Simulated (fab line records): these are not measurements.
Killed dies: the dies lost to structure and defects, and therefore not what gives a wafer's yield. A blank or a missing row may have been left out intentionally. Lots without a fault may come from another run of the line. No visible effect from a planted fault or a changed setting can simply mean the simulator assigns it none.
fab line records    flow gf180mcu
[record] lots = 24  wafers = 72  last_day = 34
route steps=602 shown M2@362 V2@385 M3@411 TOP_METAL@570
lots that met no fault: taken from a fault-free run of the same line
start_h: hours from the record's first day to the start of the lot's first wafer shown    wait_h: how many hours have passed since the lot's step before this one    " unchanged from the row above    L1.1+2: one row covering several wafers at once    - no value present, or no start provided    * or withheld: withheld    < > ~ a bound
route shown NAME@n: NAME is a module with steps in the file, n the number in the route of the first one    usual: mean and standard deviation over wafers with no fault    same: alike in all rows    chamber/n: place in a boat    sites: each site's reading    _std_site: the values' standard deviation    _edge_site: outer sites' mean less inner sites'    radius_mm: for every site, how far away it sits from the centre of the wafer    mask NAME#n: copy n    behind: tool/chamber where the wafer was last shaped    hold: the reason the lot was held/the length of the hold in hours/how it ended    device: the transistor (n, p or np) that didn't switch    end of line: the route-end tests of the same wafers    a step without rows: its recipe alone    killed: the dies lost at the first sort to structure and to defects; this is not the yield of the wafer    map: a wafer's dies, x killed, . not, _ none there
set.NAME: the setting as run; set.NAME@STEP: as run at that earlier step    model.NAME: the simulator's own value behind a step, which no gauge read
the route's steps for a sample of lots (tables are steps, rows are wafers)
services: the hour from which a tool's chamber was out of use, counted from the record's first day as start_h (under 0 if before that day), plus the number of hours and why
[[steps]]
[step GF_M2_SPUTTER_00]
[recipe] material = Ti  target_thk_nm = 37.5  arriving_ion_energy_ev = 80  substrate_temp_c = 200  chamber_pressure_pa = 2  power_w = 4000  time_s = 150
[usual] throttle_valve_pct = 29.7/1.5
lot.wafer  tool            chamber  start_h  wait_h  throttle_valve_pct
L074.3     pvd_sputter-04  -        414.42   0.1     30.4
L074.4     "               -        "        "       28.8
L074.5     "               -        "        "       27.7
L075.2     pvd_sputter-04  -        430.91   0.2     27.7
L075.4     "               -        "        "       30.1
L075.6     "               -        "        "       31.9
L076.1     pvd_sputter-04  -        448.32   0.1     32.1
L076.2     "               -        "        "       30.3
L076.4     "               -        "        "       27.9
L077.1     pvd_sputter-01  -        448.48   0.1     30.4
L077.3     "               -        "        "       30.1
L077.5     "               -        "        "       30.1
L078.2     pvd_sputter-01  -        456.48   0.2     29.8
L078.3     "               -        "        "       31.5
L078.5     "               -        "        "       30.1
L079.1     pvd_sputter-01  -        470.67   0.1     30.1
L079.4     "               -        "        "       30.1
L079.6     "               -        "        "       31.7
L080.1     pvd_sputter-04  -        471.19   0.1     28.8
L080.2     "               -        "        "       31.7
L080.4     "               -        "        "       27.6
L081.2     pvd_sputter-04  -        485.34   0.2     28.6
L081.3     "               -        "        "       27.6
L081.4     "               -        "        "       30.4
L082.1     pvd_sputter-01  -        502.52   0.1     29.9
L082.4     "               -        "        "       30.1
L082.6     "               -        "        "       31.7
L084.1     pvd_sputter-01  -        503.74   0.2     27.4
L084.5     "               -        "        "       27.6
L084.6     "               -        "        "       30.2
L083.3     pvd_sputter-03  -        503.99   0.2     30.5
L083.4     "               -        "        "       28.6
L083.6     "               -        "        "       30.6
L085.1     pvd_sputter-04  -        518.63   0.1     31.8
L085.2     "               -        "        "       28.7
L085.4     "               -        "        "       27.8
L086.2     pvd_sputter-03  -        519.84   0.2     28.9
L086.3     "               -        "        "       31.3
L086.4     "               -        "        "       29.8
L087.1     pvd_sputter-04  -        540.09   0.1     30.4
L087.2     "               -        "        "       28.6
L087.5     "               -        "        "       29.0
L088.1     pvd_sputter-01  -        541.80   0.1     27.7
L088.2     "               -        "        "       31.4
L088.5     "               -        "        "       27.5
L089.3     pvd_sputter-04  -        553.86   0.2     27.5
L089.4     "               -        "        "       30.2
L089.6     "               -        "        "       30.3
L090.4     pvd_sputter-03  -        554.94   0.2     30.5
L090.5     "               -        "        "       30.5
L090.6     "               -        "        "       28.7
L091.2     pvd_sputter-01  -        558.56   0.2     29.9
L091.4     "               -        "        "       31.8
L091.5     "               -        "        "       27.4
L092.3     pvd_sputter-01  -        566.59   0.2     31.6
L092.4     "               -        "        "       29.6
L092.5     "               -        "        "       27.7
L094.2     pvd_sputter-04  -        576.80   0.1     28.8
L094.3     "               -        "        "       30.4
L094.5     "               -        "        "       27.7
L093.3     pvd_sputter-03  -        581.16   0.1     28.5
L093.5     "               -        "        "       28.7
L093.6     "               -        "        "       30.8
L095.1     pvd_sputter-03  -        583.35   0.1     30.6
L095.2     "               -        "        "       28.8
L095.3     "               -        "        "       29.8
L096.2     pvd_sputter-03  -        593.12   0.2     30.6
L096.5     "               -        "        "       28.7
L096.6     "               -        "        "       31.0
L097.2     pvd_sputter-03  -        596.21   0.2     28.8
L097.4     "               -        "        "       30.9
L097.6     "               -        "        "       28.4
[step GF_V2_THK_MEAS_03]
[recipe] reads = SiO2_of_V2_CVD_02
[usual] V2_CVD_02_THK = 851/13
lot.wafer  tool           chamber  start_h  wait_h  V2_CVD_02_THK[nm]
L074.3     film_metro-03  -        439.47   0.1     835
L074.4     "              -        "        "       846
L074.5     "              -        "        "       844
L075.2     film_metro-04  -        456.91   0.0     857
L075.4     "              -        "        "       866
L075.6     "              -        "        "       871
L076.1     film_metro-04  -        473.85   0.0     854
L076.2     "              -        "        "       849
L076.4     "              -        "        "       854
L077.1     film_metro-01  -        473.89   0.0     830
L077.3     "              -        "        "       840
L077.5     "              -        "        "       846
L078.2     film_metro-01  -        481.93   0.0     837
L078.3     "              -        "        "       834
L078.5     "              -        "        "       854
L079.1     film_metro-03  -        496.60   0.0     838
L079.4     "              -        "        "       853
L079.6     "              -        "        "       857
L080.1     film_metro-01  -        496.72   0.0     863
L080.2     "              -        "        "       863
L080.4     "              -        "        "       877
L081.2     film_metro-01  -        509.52   0.0     861
L081.3     "              -        "        "       857
L081.4     "              -        "        "       864
L082.1     film_metro-03  -        526.62   0.0     853
L082.4     "              -        "        "       867
L082.6     "              -        "        "       873
L084.1     film_metro-01  -        527.71   0.0     843
L084.5     "              -        "        "       862
L084.6     "              -        "        "       872
L083.3     film_metro-01  -        528.15   0.1     848
L083.4     "              -        "        "       864
L083.6     "              -        "        "       876
L085.1     film_metro-03  -        541.72   0.0     870
L085.2     "              -        "        "       863
L085.4     "              -        "        "       883
L086.2     film_metro-03  -        544.03   0.0     836
L086.3     "              -        "        "       850
L086.4     "              -        "        "       849
L087.1     film_metro-04  -        563.77   0.0     836
L087.2     "              -        "        "       823
L087.5     "              -        "        "       845
L088.1     film_metro-01  -        564.45   0.0     843
L088.2     "              -        "        "       845
L088.5     "              -        "        "       853
L089.3     film_metro-04  -        576.51   0.1     830
L089.4     "              -        "        "       853
L089.6     "              -        "        "       839
L090.4     film_metro-04  -        577.29   0.1     865
L090.5     "              -        "        "       861
L090.6     "              -        "        "       856
L091.2     film_metro-01  -        581.46   0.0     855
L091.4     "              -        "        "       855
L091.5     "              -        "        "       865
L092.3     film_metro-01  -        589.08   0.1     831
L092.4     "              -        "        "       839
L092.5     "              -        "        "       848
L094.2     film_metro-04  -        598.76   0.0     838
L094.3     "              -        "        "       841
L094.5     "              -        "        "       853
L093.3     film_metro-04  -        603.17   0.1     855
L093.5     "              -        "        "       856
L093.6     "              -        "        "       852
L095.1     film_metro-03  -        605.85   0.0     840
L095.2     "              -        "        "       832
L095.3     "              -        "        "       835
L096.2     film_metro-03  -        614.94   0.0     849
L096.5     "              -        "        "       846
L096.6     "              -        "        "       856
L097.2     film_metro-03  -        616.52   0.0     830
L097.4     "              -        "        "       832
L097.6     "              -        "        "       842
[step GF_M3_SPUTTER_02]
[recipe] material = AlCu  target_thk_nm = 450  power_w = 10600  time_s = 23.9  chamber_pressure_pa = 0.4
[usual] throttle_valve_pct = 29.8/1.4
lot.wafer  tool            chamber  start_h  wait_h  throttle_valve_pct
L074.3     pvd_sputter-01  -        465.58   0.0     31.9
L074.4     "               -        "        "       27.5
L074.5     "               -        "        "       29.8
L075.2     pvd_sputter-01  -        482.54   0.0     27.5
L075.4     "               -        "        "       29.7
L075.6     "               -        "        "       31.6
L077.1     pvd_sputter-04  -        499.18   0.0     31.7
L077.3     "               -        "        "       27.8
L077.5     "               -        "        "       27.8
L076.1     pvd_sputter-02  -        499.48   0.0     30.6
L076.2     "               -        "        "       29.7
L076.4     "               -        "        "       29.2
L078.2     pvd_sputter-02  -        508.11   0.0     29.9
L078.3     "               -        "        "       30.6
L078.5     "               -        "        "       29.3
L079.1     pvd_sputter-04  -        521.49   0.0     27.5
L079.4     "               -        "        "       30.2
L079.6     "               -        "        "       27.7
L080.1     pvd_sputter-02  -        522.24   0.0     29.7
L080.2     "               -        "        "       30.5
L080.4     "               -        "        "       29.0
L081.2     pvd_sputter-04  -        534.96   0.0     29.0
L081.3     "               -        "        "       31.5
L081.4     "               -        "        "       30.2
L082.1     pvd_sputter-04  -        550.93   0.0     29.1
L082.4     "               -        "        "       27.6
L082.6     "               -        "        "       27.8
L084.1     pvd_sputter-02  -        552.28   0.0     29.1
L084.5     "               -        "        "       31.1
L084.6     "               -        "        "       30.2
L083.3     pvd_sputter-04  -        552.93   0.0     28.9
L083.4     "               -        "        "       30.2
L083.6     "               -        "        "       31.5
L085.1     pvd_sputter-01  -        565.39   0.0     27.5
L085.2     "               -        "        "       29.9
L085.4     "               -        "        "       30.3
L086.2     pvd_sputter-04  -        567.47   0.0     28.8
L086.3     "               -        "        "       27.4
L086.4     "               -        "        "       30.2
L087.1     pvd_sputter-04  -        586.72   0.0     31.8
L087.2     "               -        "        "       27.8
L087.5     "               -        "        "       29.0
L088.1     pvd_sputter-02  -        588.19   0.0     29.9
L088.2     "               -        "        "       29.2
L088.5     "               -        "        "       30.4
L089.3     pvd_sputter-01  -        599.58   0.0     30.3
L089.4     "               -        "        "       27.4
L089.6     "               -        "        "       27.5
L090.4     pvd_sputter-01  -        600.53   0.0     30.4
L090.5     "               -        "        "       31.4
L090.6     "               -        "        "       30.1
L091.2     pvd_sputter-04  -        604.29   0.0     30.4
L091.4     "               -        "        "       31.6
L091.5     "               -        "        "       28.9
L092.3     pvd_sputter-04  -        611.25   0.0     30.1
L092.4     "               -        "        "       31.7
L092.5     "               -        "        "       30.4
L094.2     pvd_sputter-02  -        621.56   0.0     30.7
L094.3     "               -        "        "       30.3
L094.5     "               -        "        "       30.3
L093.3     pvd_sputter-01  -        625.29   0.0     27.5
L093.5     "               -        "        "       31.8
L093.6     "               -        "        "       27.6
L095.1     pvd_sputter-02  -        627.86   0.0     29.7
L095.2     "               -        "        "       30.7
L095.3     "               -        "        "       30.9
L096.2     pvd_sputter-04  -        637.34   0.0     27.5
L096.5     "               -        "        "       31.8
L096.6     "               -        "        "       30.3
L097.2     pvd_sputter-01  -        638.79   0.0     27.4
L097.4     "               -        "        "       31.5
L097.6     "               -        "        "       27.6
[step GF_M3_RS_MEAS_05]
[recipe] thk_meas_gauge = four-point-probe  reads = TiN_of_M3_SPUTTER_04+Ti_of_M3_SPUTTER_03+AlCu_of_M3_SPUTTER_02+TiN_of_M3_SPUTTER_01+Ti_of_M3_SPUTTER_00
[usual] M3_ALCU_RS = 0.0694/0.00071
lot.wafer  tool           chamber  start_h  wait_h  M3_ALCU_RS[ohm/sq]
L074.3     film_metro-04  -        465.71   0.1     0.0679
L074.4     "              -        "        "       0.0681
L074.5     "              -        "        "       0.0689
L075.2     film_metro-01  -        482.65   0.0     0.0701
L075.4     "              -        "        "       0.0703
L075.6     "              -        "        "       0.0704
L077.1     film_metro-02  -        499.27   0.0     0.0686
L077.3     "              -        "        "       0.0687
L077.5     "              -        "        "       0.0687
L076.1     film_metro-04  -        499.57   0.0     0.0681
L076.2     "              -        "        "       0.0691
L076.4     "              -        "        "       0.0692
L078.2     film_metro-02  -        508.22   0.0     0.0708
L078.3     "              -        "        "       0.0695
L078.5     "              -        "        "       0.0703
L079.1     film_metro-02  -        521.58   0.0     0.0694
L079.4     "              -        "        "       0.0699
L079.6     "              -        "        "       0.0700
L080.1     film_metro-02  -        522.33   0.0     0.0719
L080.2     "              -        "        "       0.0703
L080.4     "              -        "        "       0.0712
L081.2     film_metro-02  -        535.07   0.0     0.0690
L081.3     "              -        "        "       0.0690
L081.4     "              -        "        "       0.0690
L082.1     film_metro-01  -        551.02   0.0     0.0685
L082.4     "              -        "        "       0.0682
L082.6     "              -        "        "       0.0683
L084.1     film_metro-02  -        552.37   0.0     0.0693
L084.5     "              -        "        "       0.0694
L084.6     "              -        "        "       0.0686
L083.3     film_metro-02  -        553.06   0.1     0.0689
L083.4     "              -        "        "       0.0688
L083.6     "              -        "        "       0.0693
L085.1     film_metro-01  -        565.48   0.0     0.0691
L085.2     "              -        "        "       0.0696
L085.4     "              -        "        "       0.0692
L086.2     film_metro-01  -        567.58   0.0     0.0699
L086.3     "              -        "        "       0.0699
L086.4     "              -        "        "       0.0708
L087.1     film_metro-01  -        586.81   0.0     0.0694
L087.2     "              -        "        "       0.0691
L087.5     "              -        "        "       0.0694
L088.1     film_metro-04  -        588.28   0.0     0.0697
L088.2     "              -        "        "       0.0709
L088.5     "              -        "        "       0.0687
L089.3     film_metro-04  -        599.71   0.1     0.0690
L089.4     "              -        "        "       0.0691
L089.6     "              -        "        "       0.0691
L090.4     film_metro-01  -        600.68   0.1     0.0686
L090.5     "              -        "        "       0.0690
L090.6     "              -        "        "       0.0689
L091.2     film_metro-04  -        604.40   0.0     0.0691
L091.4     "              -        "        "       0.0696
L091.5     "              -        "        "       0.0693
L092.3     film_metro-04  -        611.38   0.1     0.0693
L092.4     "              -        "        "       0.0695
L092.5     "              -        "        "       0.0694
L094.2     film_metro-01  -        621.67   0.0     0.0693
L094.3     "              -        "        "       0.0690
L094.5     "              -        "        "       0.0692
L093.3     film_metro-04  -        625.42   0.1     0.0694
L093.5     "              -        "        "       0.0694
L093.6     "              -        "        "       0.0696
L095.1     film_metro-04  -        627.96   0.0     0.0703
L095.2     "              -        "        "       0.0697
L095.3     "              -        "        "       0.0693
L096.2     film_metro-04  -        637.45   0.0     0.0691
L096.5     "              -        "        "       0.0697
L096.6     "              -        "        "       0.0692
L097.2     film_metro-01  -        638.90   0.0     0.0696
L097.4     "              -        "        "       0.0700
L097.6     "              -        "        "       0.0700
[step GF_M3_METAL_ETCH_16]
[recipe] chemistry = Cl2/BCl3  mask_material = KrF  target_depth_nm = 750.8  stop_on = SiO2  pressure_mtorr = 8  icp_w = 800  bias_w = 140  Cl2_flow_sccm = 80  bcl3_flow_sccm = 40  time_s = 125.1
[usual] drypump_motor_current_A = 6.09/0.15  oes_product_au = 0.990/0.0054  throttle_valve_pct = 28.230/0.0091
lot.wafer  tool          chamber  start_h  wait_h  drypump_motor_current_A  oes_product_au  rf_hours_counter_h  throttle_valve_pct
L074.3     rie_metal-01  0        489.23   0.1     6.17                     0.994           -                   28.208
L074.4     "             1        "        "       5.84                     0.990           -                   28.230
L074.5     "             1        "        "       5.85                     0.995           -                   28.224
L075.2     rie_metal-01  1        506.99   0.0     5.86                     0.998           9                   28.243
L075.4     "             0        "        "       6.15                     0.989           -                   28.238
L075.6     "             1        "        "       5.85                     0.990           -                   28.236
L077.1     rie_metal-02  0        522.30   0.0     6.01                     0.989           11                  28.234
L077.3     "             1        "        "       6.29                     0.990           -                   28.237
L077.5     "             1        "        "       6.31                     0.986           -                   28.228
L076.1     rie_metal-03  1        522.95   0.0     5.95                     0.990           1                   28.236
L076.2     "             0        "        "       6.15                     0.979           10                  28.230
L076.4     "             1        "        "       5.94                     0.999           -                   28.227
L078.2     rie_metal-02  0        531.69   0.0     6.03                     0.984           11                  28.221
L078.3     "             1        "        "       6.28                     0.998           -                   28.222
L078.5     "             0        "        "       6.02                     0.989           -                   28.227
L079.1     rie_metal-03  0        544.20   0.0     6.13                     0.989           10                  28.222
L079.4     "             1        "        "       5.97                     0.988           -                   28.218
L079.6     "             0        "        "       6.11                     0.997           -                   28.234
L080.1     rie_metal-02  1        545.18   0.0     6.28                     0.990           1                   28.214
L080.2     "             0        "        "       6.03                     0.992           11                  28.222
L080.4     "             1        "        "       6.30                     0.985           -                   28.228
L081.2     rie_metal-02  1        558.09   0.0     6.29                     1.001           1                   28.224
L081.3     "             0        "        "       6.04                     0.987           -                   28.225
L081.4     "             1        "        "       6.31                     0.998           -                   28.223
L082.1     rie_metal-03  0        573.13   0.0     6.16                     0.990           11                  28.248
L082.4     "             1        "        "       5.97                     0.996           -                   28.237
L082.6     "             1        "        "       5.97                     0.992           -                   28.226
L084.1     rie_metal-01  1        574.50   0.0     5.85                     0.981           12                  28.236
L084.5     "             1        "        "       5.86                     1.001           -                   28.231
L084.6     "             0        "        "       6.11                     0.990           -                   28.223
L083.3     rie_metal-02  1        574.89   0.1     6.29                     0.993           -                   28.242
L083.4     "             0        "        "       6.02                     0.984           -                   28.233
L083.6     "             1        "        "       6.27                     0.990           -                   28.240
L085.1     rie_metal-01  0        586.64   0.0     6.11                     0.990           1                   28.229
L085.2     "             1        "        "       5.87                     0.995           12                  28.221
L085.4     "             1        "        "       5.86                     0.994           -                   28.222
L086.2     rie_metal-03  0        588.94   0.0     6.17                     0.984           12                  28.238
L086.3     "             1        "        "       5.95                     0.996           -                   28.226
L086.4     "             0        "        "       6.17                     0.989           -                   28.234
L087.1     rie_metal-01  0        607.48   0.0     6.19                     0.983           1                   28.229
L087.2     "             1        "        "       5.85                     0.987           13                  28.229
L087.5     "             0        "        "       6.14                     0.990           -                   28.235
L088.1     rie_metal-02  1        608.45   0.0     6.29                     0.999           3                   28.233
L088.2     "             1        "        "       6.30                     0.996           -                   28.227
L088.5     "             1        "        "       6.27                     0.996           -                   28.216
L089.3     rie_metal-03  0        619.77   0.1     6.18                     0.980           -                   28.237
L089.4     "             0        "        "       6.20                     0.989           -                   28.243
L089.6     "             0        "        "       6.20                     0.982           -                   28.237
L090.4     rie_metal-01  0        621.88   0.1     6.13                     0.993           -                   28.205
L090.5     "             0        "        "       6.17                     0.992           -                   28.228
L090.6     "             1        "        "       5.84                     0.990           -                   28.224
L091.2     rie_metal-02  0        624.79   0.0     6.03                     0.992           13                  28.230
L091.4     "             0        "        "       6.03                     0.986           -                   28.231
L091.5     "             0        "        "       6.03                     0.986           -                   28.228
L092.3     rie_metal-02  1        631.78   0.1     6.31                     0.997           -                   28.252
L092.4     "             0        "        "       6.03                     0.998           -                   28.215
L092.5     "             1        "        "       6.32                     1.000           -                   28.251
L094.2     rie_metal-02  1        641.18   0.0     6.28                     0.978           5                   28.223
L094.3     "             1        "        "       6.26                     0.994           -                   28.220
L094.5     "             1        "        "       6.28                     0.992           -                   28.205
L093.3     rie_metal-01  0        646.18   0.1     6.14                     0.988           -                   28.227
L093.5     "             1        "        "       5.86                     0.995           -                   28.232
L093.6     "             0        "        "       6.11                     0.983           -                   28.224
L095.1     rie_metal-03  0        648.20   0.0     6.20                     0.981           15                  28.243
L095.2     "             1        "        "       5.98                     0.988           4                   28.221
L095.3     "             0        "        "       6.19                     0.988           -                   28.247
L096.2     rie_metal-02  1        657.03   0.0     6.30                     0.995           5                   28.229
L096.5     "             1        "        "       6.27                     0.988           -                   28.218
L096.6     "             0        "        "       6.02                     0.984           -                   28.232
L097.2     rie_metal-03  1        658.33   0.1     5.96                     0.986           -                   28.229
L097.4     "             1        "        "       5.97                     0.988           -                   28.227
L097.6     "             1        "        "       5.92                     0.993           -                   28.233
[step GF_TOP_METAL_SPUTTER_03]
[recipe] material = Ti  target_thk_nm = 5  substrate_temp_c = 300  chamber_pressure_pa = 0.3  power_w = 3000  time_s = 3.3
[usual] throttle_valve_pct = 29.8/1.4
lot.wafer  tool            chamber  start_h  wait_h  throttle_valve_pct
L074.3     pvd_sputter-04  -        629.88   0.0     27.8
L074.4     "               -        "        "       30.3
L074.5     "               -        "        "       31.8
L075.2     pvd_sputter-04  -        646.16   0.0     27.8
L075.4     "               -        "        "       28.9
L075.6     "               -        "        "       27.5
L077.1     pvd_sputter-01  -        658.12   0.0     29.9
L077.3     "               -        "        "       30.3
L077.5     "               -        "        "       27.6
L076.1     pvd_sputter-03  -        658.49   0.0     30.1
L076.2     "               -        "        "       30.3
L076.4     "               -        "        "       31.0
L078.2     pvd_sputter-01  -        666.42   0.0     31.7
L078.3     "               -        "        "       29.9
L078.5     "               -        "        "       31.8
L079.1     pvd_sputter-01  -        677.00   0.0     30.1
L079.4     "               -        "        "       30.3
L079.6     "               -        "        "       27.4
L080.1     pvd_sputter-01  -        677.63   0.0     30.1
L080.2     "               -        "        "       31.3
L080.4     "               -        "        "       27.6
L081.2     pvd_sputter-03  -        689.72   0.0     31.4
L081.3     "               -        "        "       30.5
L081.4     "               -        "        "       29.8
L082.1     pvd_sputter-01  -        701.97   0.0     30.0
L082.4     "               -        "        "       27.4
L082.6     "               -        "        "       29.9
L084.1     pvd_sputter-04  -        703.36   0.0     30.5
L084.5     "               -        "        "       27.3
L084.6     "               -        "        "       28.8
L083.3     pvd_sputter-01  -        705.86   0.0     31.7
L083.4     "               -        "        "       30.2
L083.6     "               -        "        "       30.3
L085.1     pvd_sputter-03  -        712.93   0.0     28.7
L085.2     "               -        "        "       30.2
L085.4     "               -        "        "       30.6
L086.2     pvd_sputter-03  -        715.67   0.0     30.8
L086.3     "               -        "        "       28.6
L086.4     "               -        "        "       29.7
L087.1     pvd_sputter-03  -        732.58   0.0     28.8
L087.2     "               -        "        "       31.1
L087.5     "               -        "        "       28.8
L088.1     pvd_sputter-04  -        732.89   0.0     30.3
L088.2     "               -        "        "       28.8
L088.5     "               -        "        "       27.9
L089.3     pvd_sputter-03  -        742.63   0.0     30.9
L089.4     "               -        "        "       28.8
L089.6     "               -        "        "       29.8
L090.4     pvd_sputter-01  -        746.16   0.0     30.3
L090.5     "               -        "        "       31.3
L090.6     "               -        "        "       27.5
L091.2     pvd_sputter-04  -        747.68   0.0     27.9
L091.4     "               -        "        "       32.0
L091.5     "               -        "        "       31.6
L092.3     pvd_sputter-01  -        753.39   0.0     29.8
L092.4     "               -        "        "       27.8
L092.5     "               -        "        "       30.0
L094.2     pvd_sputter-04  -        759.71   0.0     31.6
L094.3     "               -        "        "       27.5
L094.5     "               -        "        "       27.8
L093.3     pvd_sputter-04  -        764.32   0.0     27.7
L093.5     "               -        "        "       30.3
L093.6     "               -        "        "       31.8
L095.1     pvd_sputter-04  -        767.93   0.0     27.6
L095.2     "               -        "        "       31.8
L095.3     "               -        "        "       28.8
L096.2     pvd_sputter-04  -        775.39   0.0     31.6
L096.5     "               -        "        "       31.7
L096.6     "               -        "        "       27.6
L097.2     pvd_sputter-01  -        775.69   0.0     27.5
L097.4     "               -        "        "       30.3
L097.6     "               -        "        "       29.8
[[services]]
tool            chamber  start_h  hours  kind
pvd_sputter-03  -        401.13   2.6    repair
rie_metal-03    -        416.11   0.2    repair
rie_metal-03    0        436.09   23.5   repair
rie_metal-03    -        442.73   14.6   pm
pvd_sputter-04  0        449.92   -      consumable_replace:kit
pvd_sputter-04  0        449.92   18.0   scheduled_down
pvd_sputter-04  0        449.92   18.0   vent_cycle
pvd_sputter-04  -        480.69   1.8    repair
rie_metal-01    -        539.95   6.5    repair
pvd_sputter-01  -        547.06   1.4    repair
pvd_sputter-01  -        562.60   2.2    repair
rie_metal-02    0        594.58   22.7   repair
pvd_sputter-02  -        603.31   1.5    repair
pvd_sputter-02  -        607.70   7.7    repair
rie_metal-03    1        609.64   21.6   repair
pvd_sputter-04  3        611.34   -      consumable_replace:kit
pvd_sputter-04  3        611.34   18.0   scheduled_down
pvd_sputter-04  3        611.34   18.0   vent_cycle
rie_metal-01    -        626.07   1.3    repair
pvd_sputter-02  -        655.87   3.9    repair
pvd_sputter-03  -        697.94   0.7    repair
rie_metal-03    -        702.50   0.6    repair
pvd_sputter-04  2        767.98   -      consumable_replace:kit
pvd_sputter-04  -        768.69   0.8    repair
[[key]]
fault none
